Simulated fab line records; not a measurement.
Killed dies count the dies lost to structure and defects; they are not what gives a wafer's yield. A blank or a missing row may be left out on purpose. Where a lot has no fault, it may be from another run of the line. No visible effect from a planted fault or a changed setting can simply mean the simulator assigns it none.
Which tool is to blame? || flow gf180mcu || 36 wafers from 12 lots sampled at 6 of the route's 602 steps

## WHAT THE GAUGES SHOWED, per wafer
GF_STI_THK_MEAS_24. Usual: STI_CVD_23_THK 671 nm, standard deviation 7.2.
{"lot": "L592", "measured": "day 2 03:50", "on": "film-metro-04", "STI_CVD_23_THK (nm)": "670 675 676", "flag": ""}
{"lot": "L593", "measured": "day 2 10:08", "on": "film-metro-04", "STI_CVD_23_THK (nm)": "680 667 658", "flag": ""}
{"lot": "L597", "measured": "day 3 06:20", "on": "film-metro-01", "STI_CVD_23_THK (nm)": "675 670 667", "flag": ""}
{"lot": "L600", "measured": "day 3 22:28", "on": "film-metro-01", "STI_CVD_23_THK (nm)": "667 669 681", "flag": ""}
{"lot": "L602", "measured": "day 4 08:02", "on": "film-metro-02", "STI_CVD_23_THK (nm)": "672 659 667", "flag": ""}
{"lot": "L603", "measured": "day 4 13:34", "on": "film-metro-01", "STI_CVD_23_THK (nm)": "667 669 669", "flag": ""}
{"lot": "L605", "measured": "day 4 22:37", "on": "film-metro-02", "STI_CVD_23_THK (nm)": "673 678 681", "flag": ""}
{"lot": "L607", "measured": "day 5 08:55", "on": "film-metro-02", "STI_CVD_23_THK (nm)": "668 661 654", "flag": ""}
{"lot": "L608", "measured": "day 5 13:13", "on": "film-metro-04", "STI_CVD_23_THK (nm)": "681 672 672", "flag": ""}
{"lot": "L609", "measured": "day 5 18:52", "on": "film-metro-02", "STI_CVD_23_THK (nm)": "682 668 682", "flag": ""}
{"lot": "L610", "measured": "day 6 00:19", "on": "film-metro-04", "STI_CVD_23_THK (nm)": "661 671 660", "flag": ""}
{"lot": "L611", "measured": "day 6 06:24", "on": "film-metro-04", "STI_CVD_23_THK (nm)": "674 666 676", "flag": ""}

GF_MVSD_OVL_MEAS_07. Usual: MVSD_OVL 0.0 nm, standard deviation 1.3.
{"lot": "L592", "measured": "day 4 11:58", "on": "overlay-01", "MVSD_OVL (nm)": "1.1 1.6 -0.1", "flag": ""}
{"lot": "L593", "measured": "day 4 17:50", "on": "overlay-01", "MVSD_OVL (nm)": "0.9 2.0 1.7", "flag": ""}
{"lot": "L597", "measured": "day 5 17:52", "on": "overlay-02", "MVSD_OVL (nm)": "-0.8 -1.0 0.1", "flag": ""}
{"lot": "L600", "measured": "day 6 10:04", "on": "overlay-01", "MVSD_OVL (nm)": "-0.1 1.9 2.6", "flag": ""}
{"lot": "L602", "measured": "day 6 21:41", "on": "overlay-02", "MVSD_OVL (nm)": "-0.2 1.3 0.2", "flag": ""}
{"lot": "L603", "measured": "day 7 02:52", "on": "overlay-01", "MVSD_OVL (nm)": "1.2 2.0 0.6", "flag": ""}
{"lot": "L605", "measured": "day 7 13:13", "on": "overlay-01", "MVSD_OVL (nm)": "1.9 1.4 1.4", "flag": ""}
{"lot": "L607", "measured": "day 8 02:56", "on": "overlay-01", "MVSD_OVL (nm)": "-1.5 -0.5 -0.7", "flag": ""}
{"lot": "L608", "measured": "day 8 06:19", "on": "overlay-02", "MVSD_OVL (nm)": "-1.2 0.2 -1.1", "flag": ""}
{"lot": "L609", "measured": "day 8 13:25", "on": "overlay-01", "MVSD_OVL (nm)": "-1.4 -1.0 -1.4", "flag": ""}
{"lot": "L610", "measured": "day 8 19:43", "on": "overlay-02", "MVSD_OVL (nm)": "1.8 0.9 1.0", "flag": ""}
{"lot": "L611", "measured": "day 9 03:01", "on": "overlay-02", "MVSD_OVL (nm)": "0.5 -0.3 -0.8", "flag": ""}

GF_VT_IMPLANT_TW_MEAS_21. Usual: VT_IMPLANT_2_TW 1216, standard deviation 6.4.
{"lot": "L592", "measured": "day 6 08:10", "on": "film-metro-01", "VT_IMPLANT_2_TW": "1221 1216 1218", "flag": ""}
{"lot": "L593", "measured": "day 6 14:29", "on": "film-metro-04", "VT_IMPLANT_2_TW": "1209 1210 1215", "flag": ""}
{"lot": "L597", "measured": "day 7 16:44", "on": "film-metro-04", "VT_IMPLANT_2_TW": "1215 1208 1211", "flag": ""}
{"lot": "L600", "measured": "day 8 11:11", "on": "film-metro-03", "VT_IMPLANT_2_TW": "1207 1217 1215", "flag": ""}
{"lot": "L602", "measured": "day 8 23:58", "on": "film-metro-01", "VT_IMPLANT_2_TW": "1224 1222 1224", "flag": ""}
{"lot": "L603", "measured": "day 9 06:10", "on": "film-metro-01", "VT_IMPLANT_2_TW": "1214 1216 1227", "flag": ""}
{"lot": "L605", "measured": "day 9 15:26", "on": "film-metro-04", "VT_IMPLANT_2_TW": "1218 1221 1211", "flag": ""}
{"lot": "L607", "measured": "day 10 08:03", "on": "film-metro-01", "VT_IMPLANT_2_TW": "1222 1236 1218", "flag": ""}
{"lot": "L608", "measured": "day 10 11:29", "on": "film-metro-04", "VT_IMPLANT_2_TW": "30 30 30", "flag": "OFF"}
{"lot": "L609", "measured": "day 10 19:04", "on": "film-metro-01", "VT_IMPLANT_2_TW": "30 30 30", "flag": "OFF"}
{"lot": "L610", "measured": "day 11 01:38", "on": "film-metro-01", "VT_IMPLANT_2_TW": "1210 1211 1216", "flag": ""}
{"lot": "L611", "measured": "day 11 09:02", "on": "film-metro-01", "VT_IMPLANT_2_TW": "1216 1217 1220", "flag": ""}

GF_VT_IMPLANT_OVL_MEAS_40. Usual: VT_IMPLANT_03_OVL -0.2 nm, standard deviation 1.4.
{"lot": "L592", "measured": "day 7 13:55", "on": "overlay-02", "VT_IMPLANT_03_OVL (nm)": "-0.9 -0.6 -1.4", "flag": ""}
{"lot": "L593", "measured": "day 7 21:16", "on": "overlay-02", "VT_IMPLANT_03_OVL (nm)": "1.0 0.0 -0.7", "flag": ""}
{"lot": "L597", "measured": "day 9 02:22", "on": "overlay-01", "VT_IMPLANT_03_OVL (nm)": "1.7 1.2 0.0", "flag": ""}
{"lot": "L600", "measured": "day 9 21:16", "on": "overlay-02", "VT_IMPLANT_03_OVL (nm)": "-0.5 -0.2 -1.1", "flag": ""}
{"lot": "L602", "measured": "day 10 10:34", "on": "overlay-01", "VT_IMPLANT_03_OVL (nm)": "1.3 0.3 -0.8", "flag": ""}
{"lot": "L603", "measured": "day 10 16:47", "on": "overlay-01", "VT_IMPLANT_03_OVL (nm)": "0.7 0.1 -0.1", "flag": ""}
{"lot": "L605", "measured": "day 11 03:07", "on": "overlay-02", "VT_IMPLANT_03_OVL (nm)": "-1.0 -1.0 -2.4", "flag": ""}
{"lot": "L607", "measured": "day 11 20:19", "on": "overlay-01", "VT_IMPLANT_03_OVL (nm)": "0.8 2.6 2.6", "flag": ""}
{"lot": "L608", "measured": "day 12 00:43", "on": "overlay-02", "VT_IMPLANT_03_OVL (nm)": "-3.8 -1.8 -0.3", "flag": ""}
{"lot": "L609", "measured": "day 12 09:18", "on": "overlay-02", "VT_IMPLANT_03_OVL (nm)": "-1.1 -2.6 0.0", "flag": ""}
{"lot": "L610", "measured": "day 12 15:07", "on": "overlay-01", "VT_IMPLANT_03_OVL (nm)": "-1.3 -0.2 -1.1", "flag": ""}
{"lot": "L611", "measured": "day 13 00:09", "on": "overlay-01", "VT_IMPLANT_03_OVL (nm)": "-0.1 0.9 1.0", "flag": ""}

## EACH LOT AND THE TOOL THAT RAN IT (in order: tool; ch and the chambers of the sampled wafers; start)
{"lot": "L592", "GF_VT_IMPLANT_STRIP_09": "plasma-asher-04 ch 0,1, day 5 17:22", "GF_VT_IMPLANT_STRIP_20": "plasma-asher-03 ch 0,1, day 6 08:04"}
{"lot": "L593", "GF_VT_IMPLANT_STRIP_09": "plasma-asher-03 ch 0,1, day 5 23:37", "GF_VT_IMPLANT_STRIP_20": "plasma-asher-04 ch 0,1, day 6 14:23"}
{"lot": "L597", "GF_VT_IMPLANT_STRIP_09": "plasma-asher-01 ch 0,1, day 7 00:43", "GF_VT_IMPLANT_STRIP_20": "plasma-asher-03 ch 0,1, day 7 16:38"}
{"lot": "L600", "GF_VT_IMPLANT_STRIP_09": "plasma-asher-03 ch 0,1, day 7 17:49", "GF_VT_IMPLANT_STRIP_20": "plasma-asher-04 ch 0,1, day 8 11:05"}
{"lot": "L602", "GF_VT_IMPLANT_STRIP_09": "plasma-asher-03 ch 0,1, day 8 06:02", "GF_VT_IMPLANT_STRIP_20": "plasma-asher-03 ch 0,1, day 8 23:53"}
{"lot": "L603", "GF_VT_IMPLANT_STRIP_09": "plasma-asher-03 ch 0,1, day 8 12:44", "GF_VT_IMPLANT_STRIP_20": "plasma-asher-04 ch 0,1, day 9 06:04"}
{"lot": "L605", "GF_VT_IMPLANT_STRIP_09": "plasma-asher-01 ch 0,1, day 8 23:13", "GF_VT_IMPLANT_STRIP_20": "plasma-asher-03 ch 0,1, day 9 15:17"}
{"lot": "L607", "GF_VT_IMPLANT_STRIP_09": "plasma-asher-01 ch 0,1, day 9 13:38", "GF_VT_IMPLANT_STRIP_20": "plasma-asher-04 ch 0,1, day 10 07:56"}
{"lot": "L608", "GF_VT_IMPLANT_STRIP_09": "plasma-asher-03 ch 1, day 9 17:34", "GF_VT_IMPLANT_STRIP_20": "plasma-asher-03 ch 0,1, day 10 11:23"}
{"lot": "L609", "GF_VT_IMPLANT_STRIP_09": "plasma-asher-03 ch 0,1, day 10 00:32", "GF_VT_IMPLANT_STRIP_20": "plasma-asher-01 ch 0,1, day 10 18:56"}
{"lot": "L610", "GF_VT_IMPLANT_STRIP_09": "plasma-asher-01 ch 0,1, day 10 07:41", "GF_VT_IMPLANT_STRIP_20": "plasma-asher-01 ch 0,1, day 11 01:32"}
{"lot": "L611", "GF_VT_IMPLANT_STRIP_09": "plasma-asher-04 ch 0,1, day 10 14:53", "GF_VT_IMPLANT_STRIP_20": "plasma-asher-04 ch 0,1, day 11 08:56"}
- GF_VT_IMPLANT_STRIP_09: strips in O2/N2.
- GF_VT_IMPLANT_STRIP_20: strips in O2/N2.

## AS READ BY THE TOOLS THEMSELVES (means over the sampled wafers that have a number; for cases with no such wafer, the mark the record gives instead)
GF_VT_IMPLANT_STRIP_09. Usual: chamber-pressure-mTorr 1500.1 mTorr, standard deviation 1.2; drypump-motor-current-A 6.18 A, standard deviation 0.3; heater-power-w 335 W, standard deviation 53; oes-product-au 0.716 a.u., standard deviation 0.0042; strip-time-to-endpoint-s 12.629 s, standard deviation 0.027.
{"lot": "L592", "tool": "plasma-asher-04", "chamber-pressure-mTorr (mTorr)": 1500.0, "drypump-motor-current-A (A)": 6.08, "heater-power-w (W)": 423, "oes-product-au (a.u.)": 0.717, "strip-time-to-endpoint-s (s)": 12.596, "flag": ""}
{"lot": "L593", "tool": "plasma-asher-03", "chamber-pressure-mTorr (mTorr)": 1499.3, "drypump-motor-current-A (A)": 6.42, "heater-power-w (W)": 305, "oes-product-au (a.u.)": 0.717, "strip-time-to-endpoint-s (s)": 12.683, "flag": ""}
{"lot": "L597", "tool": "plasma-asher-01", "chamber-pressure-mTorr (mTorr)": 1499.3, "drypump-motor-current-A (A)": 5.82, "heater-power-w (W)": 320, "oes-product-au (a.u.)": 0.712, "strip-time-to-endpoint-s (s)": 12.618, "flag": ""}
{"lot": "L600", "tool": "plasma-asher-03", "chamber-pressure-mTorr (mTorr)": 1501.4, "drypump-motor-current-A (A)": 6.27, "heater-power-w (W)": 305, "oes-product-au (a.u.)": 0.719, "strip-time-to-endpoint-s (s)": 12.611, "flag": ""}
{"lot": "L602", "tool": "plasma-asher-03", "chamber-pressure-mTorr (mTorr)": 1501.5, "drypump-motor-current-A (A)": 6.30, "heater-power-w (W)": 303, "oes-product-au (a.u.)": 0.716, "strip-time-to-endpoint-s (s)": 12.613, "flag": ""}
{"lot": "L603", "tool": "plasma-asher-03", "chamber-pressure-mTorr (mTorr)": 1498.2, "drypump-motor-current-A (A)": 6.30, "heater-power-w (W)": 305, "oes-product-au (a.u.)": 0.710, "strip-time-to-endpoint-s (s)": 12.616, "flag": ""}
{"lot": "L605", "tool": "plasma-asher-01", "chamber-pressure-mTorr (mTorr)": 1500.0, "drypump-motor-current-A (A)": 5.83, "heater-power-w (W)": 316, "oes-product-au (a.u.)": 0.714, "strip-time-to-endpoint-s (s)": 12.620, "flag": ""}
{"lot": "L607", "tool": "plasma-asher-01", "chamber-pressure-mTorr (mTorr)": 1500.4, "drypump-motor-current-A (A)": 6.05, "heater-power-w (W)": 317, "oes-product-au (a.u.)": 0.713, "strip-time-to-endpoint-s (s)": 12.607, "flag": ""}
{"lot": "L608", "tool": "plasma-asher-03", "chamber-pressure-mTorr (mTorr)": "-", "drypump-motor-current-A (A)": "-", "heater-power-w (W)": "-", "oes-product-au (a.u.)": "-", "strip-time-to-endpoint-s (s)": "-", "flag": "OFF"}
{"lot": "L609", "tool": "plasma-asher-03", "chamber-pressure-mTorr (mTorr)": "-", "drypump-motor-current-A (A)": "-", "heater-power-w (W)": "-", "oes-product-au (a.u.)": "-", "strip-time-to-endpoint-s (s)": "-", "flag": "OFF"}
{"lot": "L610", "tool": "plasma-asher-01", "chamber-pressure-mTorr (mTorr)": 1501.5, "drypump-motor-current-A (A)": 6.07, "heater-power-w (W)": 316, "oes-product-au (a.u.)": 0.718, "strip-time-to-endpoint-s (s)": 12.613, "flag": ""}
{"lot": "L611", "tool": "plasma-asher-04", "chamber-pressure-mTorr (mTorr)": 1500.8, "drypump-motor-current-A (A)": 6.06, "heater-power-w (W)": 428, "oes-product-au (a.u.)": 0.712, "strip-time-to-endpoint-s (s)": 12.655, "flag": ""}

GF_VT_IMPLANT_STRIP_20. Usual: chamber-pressure-mTorr 1500.2 mTorr, standard deviation 1.4; drypump-motor-current-A 6.16 A, standard deviation 0.3; heater-power-w 339 W, standard deviation 56; oes-product-au 0.716 a.u., standard deviation 0.0052; strip-time-to-endpoint-s 12.64 s, standard deviation 0.037.
{"lot": "L592", "tool": "plasma-asher-03", "chamber-pressure-mTorr (mTorr)": 1500.0, "drypump-motor-current-A (A)": 6.42, "heater-power-w (W)": 307, "oes-product-au (a.u.)": 0.713, "strip-time-to-endpoint-s (s)": 12.63, "flag": ""}
{"lot": "L593", "tool": "plasma-asher-04", "chamber-pressure-mTorr (mTorr)": 1500.8, "drypump-motor-current-A (A)": 6.06, "heater-power-w (W)": 434, "oes-product-au (a.u.)": 0.716, "strip-time-to-endpoint-s (s)": 12.58, "flag": ""}
{"lot": "L597", "tool": "plasma-asher-03", "chamber-pressure-mTorr (mTorr)": 1500.4, "drypump-motor-current-A (A)": 6.42, "heater-power-w (W)": 304, "oes-product-au (a.u.)": 0.714, "strip-time-to-endpoint-s (s)": 12.64, "flag": ""}
{"lot": "L600", "tool": "plasma-asher-04", "chamber-pressure-mTorr (mTorr)": 1500.8, "drypump-motor-current-A (A)": 6.08, "heater-power-w (W)": 429, "oes-product-au (a.u.)": 0.716, "strip-time-to-endpoint-s (s)": 12.69, "flag": ""}
{"lot": "L602", "tool": "plasma-asher-03", "chamber-pressure-mTorr (mTorr)": 1500.2, "drypump-motor-current-A (A)": 6.42, "heater-power-w (W)": 306, "oes-product-au (a.u.)": 0.719, "strip-time-to-endpoint-s (s)": 12.67, "flag": ""}
{"lot": "L603", "tool": "plasma-asher-04", "chamber-pressure-mTorr (mTorr)": 1501.7, "drypump-motor-current-A (A)": 6.08, "heater-power-w (W)": 425, "oes-product-au (a.u.)": 0.718, "strip-time-to-endpoint-s (s)": 12.65, "flag": ""}
{"lot": "L605", "tool": "plasma-asher-03", "chamber-pressure-mTorr (mTorr)": 1500.9, "drypump-motor-current-A (A)": 6.42, "heater-power-w (W)": 309, "oes-product-au (a.u.)": 0.719, "strip-time-to-endpoint-s (s)": 12.61, "flag": ""}
{"lot": "L607", "tool": "plasma-asher-04", "chamber-pressure-mTorr (mTorr)": 1499.1, "drypump-motor-current-A (A)": 6.08, "heater-power-w (W)": 432, "oes-product-au (a.u.)": 0.714, "strip-time-to-endpoint-s (s)": 12.65, "flag": ""}
{"lot": "L608", "tool": "plasma-asher-03", "chamber-pressure-mTorr (mTorr)": 1501.7, "drypump-motor-current-A (A)": 6.41, "heater-power-w (W)": 302, "oes-product-au (a.u.)": 0.716, "strip-time-to-endpoint-s (s)": 27.57, "flag": "OFF"}
{"lot": "L609", "tool": "plasma-asher-01", "chamber-pressure-mTorr (mTorr)": 1500.8, "drypump-motor-current-A (A)": 5.83, "heater-power-w (W)": 318, "oes-product-au (a.u.)": 0.718, "strip-time-to-endpoint-s (s)": 27.59, "flag": "OFF"}
{"lot": "L610", "tool": "plasma-asher-01", "chamber-pressure-mTorr (mTorr)": 1500.0, "drypump-motor-current-A (A)": 5.82, "heater-power-w (W)": 320, "oes-product-au (a.u.)": 0.717, "strip-time-to-endpoint-s (s)": 12.65, "flag": ""}
{"lot": "L611", "tool": "plasma-asher-04", "chamber-pressure-mTorr (mTorr)": 1497.9, "drypump-motor-current-A (A)": 6.17, "heater-power-w (W)": 391, "oes-product-au (a.u.)": 0.724, "strip-time-to-endpoint-s (s)": 12.57, "flag": ""}

## THE ANSWER, worked out from the rows above alone
Rule: take the mean of a lot's wafers that have a number; if it is more than 3 standard deviations from the usual mean, the lot is off. Also off: a lot with no number at a reading for which 4 or more lots have one. Any other lot the step has rows for is counted as sound. First the gauges in route order, then the tools' own readings, where a lot's mean is used as printed above. The first step at which some lot is off is used, and at that step the reading that is off furthest; a lot without a number counts as furthest.
Off: L608, L609, seen at GF_VT_IMPLANT_TW_MEAS_21 (VT_IMPLANT_2_TW).
If a tool, at a process step before that reading, ran all the lots that are off and no sound lot after the first of them, it fits. The gauges at GF_VT_IMPLANT_TW_MEAS_21 aren't tried: what is off there is off at GF_VT_IMPLANT_STRIP_09 too, on other tools, and a gauge's error can't cause that. One fits: GF_VT_IMPLANT_STRIP_09 on plasma-asher-03. A fault onset in the window from L603 (day 8 12:44, its last sound lot) to L608 (day 9 17:34, its first lot off) fits.
Blank at GF_VT_IMPLANT_STRIP_09 on the lots that are off, where sound lots have numbers: chamber-pressure-mTorr, drypump-motor-current-A, heater-power-w, oes-product-au, strip-time-to-endpoint-s.

## WHAT WAS PUT IN BY THE SIMULATOR
Whole step skipped at GF_VT_IMPLANT_STRIP_09 on plasma-asher-03, starting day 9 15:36. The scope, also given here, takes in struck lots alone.
Shown lots that were struck: L608, L609. This agrees with what the rule above found.
